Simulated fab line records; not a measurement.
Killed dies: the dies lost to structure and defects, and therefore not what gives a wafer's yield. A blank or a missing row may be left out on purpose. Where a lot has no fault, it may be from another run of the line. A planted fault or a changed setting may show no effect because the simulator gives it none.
Which tool did it? | flow sky130 | 33 wafers from 11 lots sampled at 6 of the route's 708 steps

## WHAT THE GAUGES SHOWED, per wafer
The record holds no reading of a measuring or inspecting step that can be judged against a usual standard deviation.

## WHAT TOOL EACH LOT RAN ON (gives the tool, then ch and the chambers of the sampled wafers, and finally the start)
lot  | SKY_POLY_GATE_ETCH_15              | SKY_POLY_GATE_ETCH_17            | SKY_LDD_N_IMPLANT_08            | SKY_LDD_N_STRIP_16                   | SKY_LDD_P_STRIP_10                   | SKY_PAD_OPEN_PROBE_99
L308 | rie diel-04 ch 0,1, day 16 14:34   | rie si-01 ch 0,2,3, day 16 14:46 | implanter-01 ch 0, day 17 20:49 | plasma asher-03 ch 0,1, day 17 22:01 | plasma asher-04 ch 0,1, day 19 03:29 | prober-02, day 46 01:13
L312 | rie diel-03 ch 0,2,3, day 17 23:28 | rie si-02 ch 1,2, day 17 23:40   | implanter-02 ch 0, day 19 13:05 | plasma asher-04 ch 0,1, day 19 14:41 | plasma asher-04 ch 0,1, day 20 20:07 | prober-02, day 46 22:16
L314 | rie diel-02 ch 0,2,3, day 18 14:31 | rie si-01 ch 1,2, day 18 14:43   | implanter-04 ch 0, day 20 02:16 | plasma asher-04 ch 0,1, day 20 03:28 | plasma asher-01 ch 0, day 21 10:02   | prober-01, day 47 12:05
L316 | rie diel-02 ch 0,1,2, day 20 09:28 | rie si-02 ch 0,3, day 20 09:40   | implanter-01 ch 0, day 21 18:19 | plasma asher-02 ch 0,1, day 21 19:50 | plasma asher-03 ch 0,1, day 23 02:29 | prober-01, day 47 23:09
L319 | rie diel-03 ch 0,2, day 20 10:56   | rie si-02 ch 0,2, day 20 11:07   | implanter-02 ch 0, day 21 20:18 | plasma asher-02 ch 0,1, day 21 21:57 | plasma asher-04 ch 0,1, day 23 03:55 | prober-02, day 47 23:09
L317 | rie diel-02 ch 0,1,3, day 20 11:17 | rie si-01 ch 1,2,3, day 20 11:28 | implanter-04 ch 0, day 21 20:07 | plasma asher-03 ch 0,1, day 21 21:19 | plasma asher-01 ch 0,1, day 23 03:46 | prober-01, day 47 21:39
L321 | rie diel-02 ch 0,3, day 21 13:13   | rie si-02 ch 0,2,3, day 21 13:25 | implanter-04 ch 0, day 22 20:58 | plasma asher-03 ch 0,1, day 22 22:10 | plasma asher-03 ch 0,1, day 24 04:32 | prober-02, day 49 01:41
L322 | rie diel-04 ch 2,3, day 22 04:37   | rie si-01 ch 0,1, day 22 04:47   | implanter-02 ch 0, day 23 13:26 | plasma asher-04 ch 0,1, day 23 14:37 | plasma asher-01 ch 0,1, day 24 20:14 | prober-01, day 49 11:14
L326 | rie diel-02 ch 0,3, day 23 07:43   | rie si-01 ch 0,1, day 23 07:55   | implanter-02 ch 0, day 24 14:56 | plasma asher-02 ch 0,1, day 24 16:07 | plasma asher-01 ch 0,1, day 25 22:04 | prober-01, day 49 20:24
L330 | rie diel-02 ch 0,1,3, day 24 11:43 | rie si-01 ch 1,2, day 24 11:55   | implanter-01 ch 0, day 25 19:08 | plasma asher-04 ch 0,1, day 25 20:18 | plasma asher-03 ch 0,1, day 27 00:43 | prober-01, day 50 21:44
L331 | rie diel-04 ch 2,3, day 24 16:04   | rie si-02 ch 0,3, day 24 16:16   | implanter-02 ch 0, day 25 23:47 | plasma asher-03 ch 0, day 26 00:57   | plasma asher-04 ch 0,1, day 27 06:01 | prober-02, day 50 23:05
- SKY_POLY_GATE_ETCH_15: etches BARC in N2/H2, stops on SiO2, time 118.5 s, target depth 110 nm.
- SKY_POLY_GATE_ETCH_17: etches poly-Si in HBr/Cl2, stops on SiO2, target depth 180 nm, time 70.5 s.
- SKY_LDD_N_IMPLANT_08
- SKY_LDD_N_STRIP_16: strips in O2/N2.
- SKY_LDD_P_STRIP_10: strips in O2/N2.
- SKY_PAD_OPEN_PROBE_99

## WHAT THE TOOLS THEMSELVES READ (means of the sampled wafers that have a number; where no wafer has one, the mark that the record gives instead)
SKY_POLY_GATE_ETCH_15. Usual: drypump motor current A 5.5 A, standard deviation 0.32; oes product au 0.716 a.u., standard deviation 0.0047; throttle valve pct 12.967 %, standard deviation 0.0095.
lot  | tool        | drypump motor current A (A) | oes product au (a.u.) | throttle valve pct (%) | flag
L308 | rie diel-04 | 5.6                         | 0.718                 | 12.960                 |
L312 | rie diel-03 | 5.4                         | 0.717                 | 12.973                 |
L314 | rie diel-02 | 5.5                         | 0.716                 | 12.978                 |
L316 | rie diel-02 | 5.7                         | 0.716                 | 12.964                 |
L319 | rie diel-03 | 5.4                         | 0.720                 | 12.964                 |
L317 | rie diel-02 | 5.7                         | 0.712                 | 12.964                 |
L321 | rie diel-02 | 5.4                         | 0.715                 | 12.963                 |
L322 | rie diel-04 | 5.5                         | 0.714                 | 12.967                 |
L326 | rie diel-02 | 5.4                         | 0.719                 | 12.972                 |
L330 | rie diel-02 | 5.6                         | 0.718                 | 12.963                 |
L331 | rie diel-04 | 5.3                         | 0.716                 | 12.974                 |

SKY_POLY_GATE_ETCH_17. Usual: drypump motor current A 5.8 A, standard deviation 0.38; he backside leak sccm 2.66 sccm, standard deviation 0.26; oes product au 0.983 a.u., standard deviation 0.0077; throttle valve pct 33.684 %, standard deviation 0.0091.
lot  | tool      | drypump motor current A (A) | he backside leak sccm (sccm) | oes product au (a.u.) | throttle valve pct (%) | flag
L308 | rie si-01 | 5.7                         | 2.65                         | 0.981                 | 33.688                 |
L312 | rie si-02 | 6.0                         | 2.52                         | 0.984                 | 33.683                 |
L314 | rie si-01 | 5.6                         | 2.78                         | 0.989                 | 33.690                 |
L316 | rie si-02 | 6.1                         | 2.55                         | 0.978                 | 33.684                 |
L319 | rie si-02 | 5.9                         | 2.64                         | 0.987                 | 33.684                 |
L317 | rie si-01 | 5.7                         | 2.70                         | 0.978                 | 33.684                 |
L321 | rie si-02 | 6.0                         | 2.36                         | 0.988                 | 33.682                 |
L322 | rie si-01 | 5.8                         | 2.92                         | 0.982                 | 33.687                 |
L326 | rie si-01 | 5.8                         | 2.87                         | 0.986                 | 33.686                 |
L330 | rie si-01 | 5.6                         | 2.78                         | 0.981                 | 33.686                 |
L331 | rie si-02 | 6.1                         | 2.42                         | 0.984                 | 33.689                 |

SKY_LDD_N_IMPLANT_08. Usual: dose ions cm2 reads 7.501e+13 (standard deviation 7.8e+10).
lot  | tool         | dose ions cm2 | flag
L308 | implanter-01 | 7.513e+13     |
L312 | implanter-02 | 7.504e+13     |
L314 | implanter-04 | 7.492e+13     |
L316 | implanter-01 | 7.500e+13     |
L319 | implanter-02 | 7.498e+13     |
L317 | implanter-04 | 7.514e+13     |
L321 | implanter-04 | 7.511e+13     |
L322 | implanter-02 | 7.505e+13     |
L326 | implanter-02 | 7.503e+13     |
L330 | implanter-01 | 7.503e+13     |
L331 | implanter-02 | 7.492e+13     |

SKY_LDD_N_STRIP_16. Usual: drypump motor current A 5.6 A, standard deviation 0.54; oes product au 0.407 a.u., standard deviation 0.0046; strip time to endpoint s 4.319 s, standard deviation 0.015.
lot  | tool            | drypump motor current A (A) | oes product au (a.u.) | strip time to endpoint s (s) | flag
L308 | plasma asher-03 | 5.6                         | 0.407                 | 4.333                        |
L312 | plasma asher-04 | 5.3                         | 0.411                 | 4.514                        | OFF
L314 | plasma asher-04 | 5.3                         | 0.404                 | 4.306                        |
L316 | plasma asher-02 | 6.3                         | 0.404                 | 4.515                        | OFF
L319 | plasma asher-02 | 5.8                         | 0.412                 | 4.526                        | OFF
L317 | plasma asher-03 | 5.6                         | 0.410                 | 4.324                        |
L321 | plasma asher-03 | 5.6                         | 0.406                 | 4.327                        |
L322 | plasma asher-04 | 5.4                         | 0.406                 | 4.317                        |
L326 | plasma asher-02 | 5.8                         | 0.403                 | 4.293                        |
L330 | plasma asher-04 | 5.4                         | 0.410                 | 4.327                        |
L331 | plasma asher-03 | 5.1                         | 0.407                 | 4.330                        |

SKY_LDD_P_STRIP_10. Usual: drypump motor current A 5.4 A, standard deviation 0.35; oes product au 0.716 a.u., standard deviation 0.0049; strip time to endpoint s 14.20 s, standard deviation 0.04.
lot  | tool            | drypump motor current A (A) | oes product au (a.u.) | strip time to endpoint s (s) | flag
L308 | plasma asher-04 | 5.5                         | 0.717                 | 14.16                        |
L312 | plasma asher-04 | 5.3                         | 0.719                 | 14.23                        |
L314 | plasma asher-01 | 4.9                         | 0.718                 | 14.24                        |
L316 | plasma asher-03 | 5.6                         | 0.713                 | 14.22                        |
L319 | plasma asher-04 | 5.3                         | 0.716                 | 14.13                        |
L317 | plasma asher-01 | 5.4                         | 0.713                 | 14.24                        |
L321 | plasma asher-03 | 5.6                         | 0.712                 | 14.20                        |
L322 | plasma asher-01 | 5.2                         | 0.716                 | 14.16                        |
L326 | plasma asher-01 | 5.4                         | 0.718                 | 14.21                        |
L330 | plasma asher-03 | 5.3                         | 0.709                 | 14.18                        |
L331 | plasma asher-04 | 5.3                         | 0.715                 | 14.20                        |

SKY_PAD_OPEN_PROBE_99. Usual: killed_at_M0_to_M3 43, standard deviation 7.2; killed_at_M4_up 3.5, standard deviation 2; killed at contacts 24, standard deviation 5.2; killed at front end 15, standard deviation 4.4; killed at other 0.2, standard deviation 0.48; killed dies 85, standard deviation 9.4; killed open 46, standard deviation 7.3; killed short 39, standard deviation 6.1.
lot  | tool      | killed_at_M0_to_M3 | killed_at_M4_up | killed at contacts | killed at front end | killed at other | killed dies | killed open | killed short | flag
L308 | prober-02 | 44                 | 2.3             | 27                 | 14                  | 0.0             | 87          | 48          | 39           |
L312 | prober-02 | 47                 | 3.7             | 16                 | 16                  | 0.3             | 84          | 43          | 41           |
L314 | prober-01 | 45                 | 5.7             | 22                 | 13                  | 0.7             | 86          | 45          | 40           |
L316 | prober-01 | 47                 | 1.7             | 18                 | 14                  | 0.0             | 80          | 39          | 40           |
L319 | prober-02 | 35                 | 2.0             | 24                 | 14                  | 0.3             | 75          | 39          | 36           |
L317 | prober-01 | 38                 | 3.7             | 30                 | 14                  | 0.3             | 87          | 47          | 39           |
L321 | prober-02 | 46                 | 2.7             | 23                 | 12                  | 0.3             | 83          | 43          | 40           |
L322 | prober-01 | 47                 | 2.7             | 21                 | 13                  | 0.3             | 84          | 47          | 37           |
L326 | prober-01 | 40                 | 3.7             | 22                 | 10                  | 0.0             | 76          | 40          | 35           |
L330 | prober-01 | 42                 | 3.3             | 27                 | 18                  | 0.3             | 90          | 46          | 44           |
L331 | prober-02 | 48                 | 4.3             | 21                 | 20                  | 0.0             | 94          | 44          | 49           |

## THE ANSWER, worked out from the rows above alone
Rule: a lot counts as off when the mean over its wafers that have a number is more than 3 standard deviations away from the usual mean. Also off: a lot with no number at a reading for which 4 or more lots have one. All remaining lots with rows at the step are treated as sound. After the gauges, taken in route order, come the tools' own readings; for these a lot's mean is taken, as printed above. The first step at which some lot is off is used, and at that step the reading that is off furthest; a lot without a number counts as furthest.
Off at SKY_LDD_N_STRIP_16 (strip time to endpoint s): L312, L316, L319.
If a tool, at that step or one of the process steps before it, ran each lot that is off and ran no sound lot following the first of them, it fits. Not one of the candidates tried fits.

## WHAT THE SIMULATOR PUT IN
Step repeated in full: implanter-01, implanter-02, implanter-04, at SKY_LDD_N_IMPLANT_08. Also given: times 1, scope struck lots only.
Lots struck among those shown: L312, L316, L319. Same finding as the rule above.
